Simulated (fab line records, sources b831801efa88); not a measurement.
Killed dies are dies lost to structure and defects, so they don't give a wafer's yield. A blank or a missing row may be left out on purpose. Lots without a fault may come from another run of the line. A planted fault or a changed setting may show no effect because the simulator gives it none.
fab line records | flow gf180mcu | part 2 of 2: steps 27 to 36 of 36
record lots=5 wafers=15 last_day=33
route steps=602 shown M4@458 V4@476
lots that met no fault: from a run of the same line without faults
start_h: hours from the record's first day to the start of the lot's first wafer shown | wait_h: hours since the lot's step before | " the same as in the row above | L1.1+2: a row that stands for several wafers | - no value, or no start given | * or withheld: withheld | < > ~ a bound
route shown NAME@n: a module of which the file shows steps, and the number in the route of the first | usual: mean/standard deviation of fault-free wafers | same: alike in all rows | chamber/n: place in a boat | sites: the reading at each site | _std_site: their standard deviation | _edge_site: outer sites' mean less inner sites' | radius_mm: how far each site lies from the wafer's centre | mask NAME#n: copy n | behind: the tool/chamber that last shaped the wafer | hold: why the lot was held/for how many hours/how that ended | device: the transistor (n, p or np) that didn't switch | end of line: the same wafers' tests at the end of the route | a step without rows: its recipe alone | killed: dies lost to structure and defects at the first sort, not the wafer's yield | map: a wafer's dies, x killed, . not, _ none there
set.NAME: the setting as run; set.NAME@STEP: as run at that earlier step | model.NAME: the simulator's own value behind a step, which no gauge read
lots at some steps of the route; a table a step, a row a wafer
services: from which hour (start_h, from the record's first day; less than 0 if before it) a tool's chamber was out of use, for how many hours, and why
## steps
# step GF_V4_COAT_08
# recipe resist=BARC temp_c=withheld time_s=withheld spin_rpm=withheld resist_thk_nm=withheld
# usual exhaust_pa=45.2/0.79
# columns lot.wafer tool chamber start_h wait_h exhaust_pa
L085.1 litho_track-03 0 643.37 0.1 46.5
L085.2 " 0 " " 46.0
L085.4 " 0 " " 45.9
L087.1 litho_track-03 0 656.22 0.1 45.0
L087.5 " 0 " " 44.8
L087.6 " 0 " " 45.2
L088.3 litho_track-04 0 664.96 0.1 44.2
L088.4 " 0 " " 45.1
L088.6 " 0 " " 43.6
L089.3 litho_track-03 0 668.87 0.1 45.0
L089.4 " 0 " " 43.6
L089.6 " 0 " " 45.0
L092.1 litho_track-03 0 686.37 0.1 45.7
L092.3 " 0 " " 45.2
L092.5 " 0 " " 46.0
# step GF_V4_COAT_09
# recipe resist=KrF spin_rpm=withheld resist_thk_nm=1000
# usual exhaust_pa=45.4/0.96
# columns lot.wafer tool chamber start_h wait_h exhaust_pa
L085.1 litho_track-03 0 - - 46.3
L085.2 " 0 " " 45.3
L085.4 " 0 " " 44.1
L087.1 litho_track-03 0 - - 46.2
L087.5 " 0 " " 45.1
L087.6 " 0 " " 43.7
L088.3 litho_track-04 0 - - 45.7
L088.4 " 0 " " 45.8
L088.6 " 0 " " 45.9
L089.3 litho_track-03 0 - - 45.3
L089.4 " 0 " " 46.3
L089.6 " 0 " " 45.2
L092.1 litho_track-03 0 - - 46.2
L092.3 " 0 " " 45.8
L092.5 " 0 " " 44.2
# step GF_V4_SOFTBAKE_10
# recipe temp_c=130 time_s=60 resist=KrF
# usual exhaust_pa=44.9/0.98
# columns lot.wafer tool chamber start_h wait_h exhaust_pa
L085.1 litho_track-03 0 - - 44.5
L085.2 " 0 " " 42.6
L085.4 " 0 " " 44.8
L087.1 litho_track-03 0 - - 46.0
L087.5 " 0 " " 46.2
L087.6 " 0 " " 45.2
L088.3 litho_track-04 0 - - 43.9
L088.4 " 0 " " 44.5
L088.6 " 0 " " 44.4
L089.3 litho_track-03 0 - - 45.1
L089.4 " 0 " " 45.8
L089.6 " 0 " " 45.4
L092.1 litho_track-03 0 - - 45.6
L092.3 " 0 " " 45.0
L092.5 " 0 " " 45.6
# step GF_V4_EXPOSE_11
# recipe mask_id=Via4 target_cd_nm=260 na=0.68 source_shape=conventional sigma_outer=0.6 dose_mj=38
# columns lot.wafer tool chamber start_h wait_h mask
L085.1+2+4 krf_scanner-01 0 - - Via4#0
L087.1+5+6 krf_scanner-01 0 - - Via4#0
L088.3+4+6 krf_scanner-01 0 - - Via4#0
L089.3+4+6 krf_scanner-01 0 - - Via4#0
L092.1+3+5 krf_scanner-01 0 - - Via4#0
# step GF_V4_PEB_12
# recipe peb_temp_c=135 peb_time_s=90 resist=KrF
# usual exhaust_pa=45.3/1
# same peb_time_s=90
# columns lot.wafer tool chamber start_h wait_h exhaust_pa
L085.1 litho_track-03 0 - - 44.2
L085.2 " 0 " " 45.0
L085.4 " 0 " " 46.4
L087.1 litho_track-04 0 - - 44.7
L087.5 " 0 " " 47.1
L087.6 " 0 " " 45.2
L088.3 litho_track-02 0 - - 44.0
L088.4 " 0 " " 43.8
L088.6 " 0 " " 44.6
L089.3 litho_track-03 0 - - 44.8
L089.4 " 0 " " 43.9
L089.6 " 0 " " 44.2
L092.1 litho_track-04 0 - - 45.7
L092.3 " 0 " " 44.8
L092.5 " 0 " " 44.0
# step GF_V4_DEVELOP_13
# recipe develop_time_s=60 resist=KrF dev_temp_c=21
# usual developer_temp_C=20.98/0.088 exhaust_pa=45.0/0.94
# columns lot.wafer tool chamber start_h wait_h developer_temp_C exhaust_pa
L085.1 litho_track-03 0 653.42 0.2 20.92 44.8
L085.2 " 0 " " 21.01 43.1
L085.4 " 0 " " 20.84 45.3
L087.1 litho_track-04 0 666.16 0.2 20.88 44.7
L087.5 " 0 " " 21.00 44.4
L087.6 " 0 " " 20.86 45.6
L088.3 litho_track-02 0 674.85 0.1 20.87 45.5
L088.4 " 0 " " 20.90 46.3
L088.6 " 0 " " 20.99 44.5
L089.3 litho_track-03 0 678.02 0.1 20.91 43.5
L089.4 " 0 " " 21.00 44.1
L089.6 " 0 " " 20.94 45.3
L092.1 litho_track-04 0 696.16 0.2 20.94 44.1
L092.3 " 0 " " 20.99 42.2
L092.5 " 0 " " 21.12 42.8
# step GF_V4_CD_MEAS_14
# recipe target_cd_nm=260
# usual cd_nm=259.2/1.3
# columns lot.wafer tool chamber start_h wait_h cd_nm
L085.1 cd_sem-01 - 653.57 0.1 259.7
L085.2 " - " " 260.3
L085.4 " - " " 259.9
L087.1 cd_sem-02 - 666.32 0.1 259.5
L087.5 " - " " 260.1
L087.6 " - " " 260.3
L088.3 cd_sem-02 - 674.99 0.1 260.0
L088.4 " - " " 261.1
L088.6 " - " " 260.7
L089.3 cd_sem-01 - 678.16 0.1 258.3
L089.4 " - " " 257.8
L089.6 " - " " 258.1
L092.1 cd_sem-02 - 696.31 0.1 257.4
L092.3 " - " " 257.4
L092.5 " - " " 257.0
# step GF_V4_OVL_MEAS_15
# usual V4_OVL=-8/4.7
# columns lot.wafer tool chamber start_h wait_h V4_OVL[nm]
L085.1 overlay-01 - 653.69 0.1 -2
L085.2 " - " " -18
L085.4 " - " " -13
L087.1 overlay-02 - 666.44 0.1 -16
L087.5 " - " " -17
L087.6 " - " " -7
L088.3 overlay-02 - 675.08 0.1 -8
L088.4 " - " " -6
L088.6 " - " " -11
L089.3 overlay-02 - 678.26 0.1 -11
L089.4 " - " " -13
L089.6 " - " " -16
L092.1 overlay-02 - 696.43 0.1 -9
L092.3 " - " " -14
L092.5 " - " " -11
# step GF_V4_ETCH_16
# recipe chemistry=N2/H2 target_depth_a=withheld overetch_a=withheld time_s=withheld target=BARC ion_energy_ev=200 source_w=500 bias_w=100 pressure_mtorr=30 n2_flow_sccm=100 h2_flow_sccm=200
# usual drypump_motor_current_A=6.0/0.31 oes_product_au=0.854/0.0053 throttle_valve_pct=13.224/0.0088
# columns lot.wafer tool chamber start_h wait_h drypump_motor_current_A oes_product_au throttle_valve_pct
L085.1 rie_diel-02 2 653.73 0.0 5.9 0.844 13.208
L085.2 " 3 " " 5.9 0.855 13.224
L085.4 " 1 " " 5.7 0.844 13.230
L087.1 rie_diel-02 3 666.47 0.0 5.9 0.857 13.226
L087.5 " 1 " " 5.7 0.851 13.240
L087.6 " 2 " " 5.9 0.855 13.226
L088.3 rie_diel-02 1 675.11 0.0 5.8 0.856 13.219
L088.4 " 2 " " 5.9 0.852 13.229
L088.6 " 0 " " 6.1 0.859 13.237
L089.3 rie_diel-02 3 678.28 0.0 5.9 0.859 13.217
L089.4 " 0 " " 6.1 0.856 13.217
L089.6 " 1 " " 5.7 0.845 13.224
L092.1 rie_diel-02 1 696.47 0.0 5.8 0.858 13.229
L092.3 " 3 " " 5.9 0.844 13.222
L092.5 " 2 " " 5.9 0.853 13.220
# step GF_V4_ETCH_17
# recipe chemistry=C4F8/O2/Ar mask_material=KrF target=SiO2 stop_on=TiN source_w=1500 bias_w=1200 pressure_mtorr=40 c4f8_flow_sccm=withheld O2_flow_sccm=6 Ar_flow_sccm=300 time_s=withheld target_depth_a=6300
# usual oes_product_au=0.856/0.0052
# columns lot.wafer tool chamber start_h wait_h oes_product_au
L085.1 rie_diel-02 2 - - 0.855
L085.2 " 3 " " 0.865
L085.4 " 1 " " 0.852
L087.1 rie_diel-02 3 - - 0.850
L087.5 " 1 " " 0.849
L087.6 " 2 " " 0.857
L088.3 rie_diel-02 1 - - 0.860
L088.4 " 2 " " 0.851
L088.6 " 0 " " 0.857
L089.3 rie_diel-02 3 - - 0.850
L089.4 " 0 " " 0.857
L089.6 " 1 " " 0.849
L092.1 rie_diel-02 1 - - 0.844
L092.3 " 3 " " 0.857
L092.5 " 2 " " 0.855
## services
# columns tool chamber start_h hours kind
pecvd-02 - 588.01 6.0 pm
rie_metal-04 1 595.40 9.0 repair
rie_diel-02 - 597.28 2.8 pm
hdpcvd-02 2 599.20 8.8 repair
krf_scanner-02 - 607.05 1.3 pm
krf_scanner-01 - 622.16 4.0 pm
pvd_sputter-03 - 622.29 23.7 repair
pecvd-04 - 626.13 0.3 repair
pvd_sputter-02 - 626.18 3.9 repair
wet_bench-01 - 626.79 6.0 repair
pvd_sputter-02 - 628.41 2.7 repair
rie_metal-04 - 630.39 1.0 repair
pvd_sputter-04 - 636.98 5.3 repair
plasma_asher-03 - 637.10 18.0 repair
pvd_sputter-02 - 645.91 6.9 repair
hdpcvd-01 - 648.67 1.4 repair
rie_metal-04 - 651.84 6.0 repair
cmp-02 - 654.64 4.3 pm
krf_scanner-02 - 655.56 1.6 repair
krf_scanner-01 - 658.71 0.8 repair
hdpcvd-01 - 668.96 0.3 repair
krf_scanner-02 - 674.68 1.0 pm
krf_scanner-01 - 675.71 0.8 repair
krf_scanner-01 - 691.62 1.0 pm
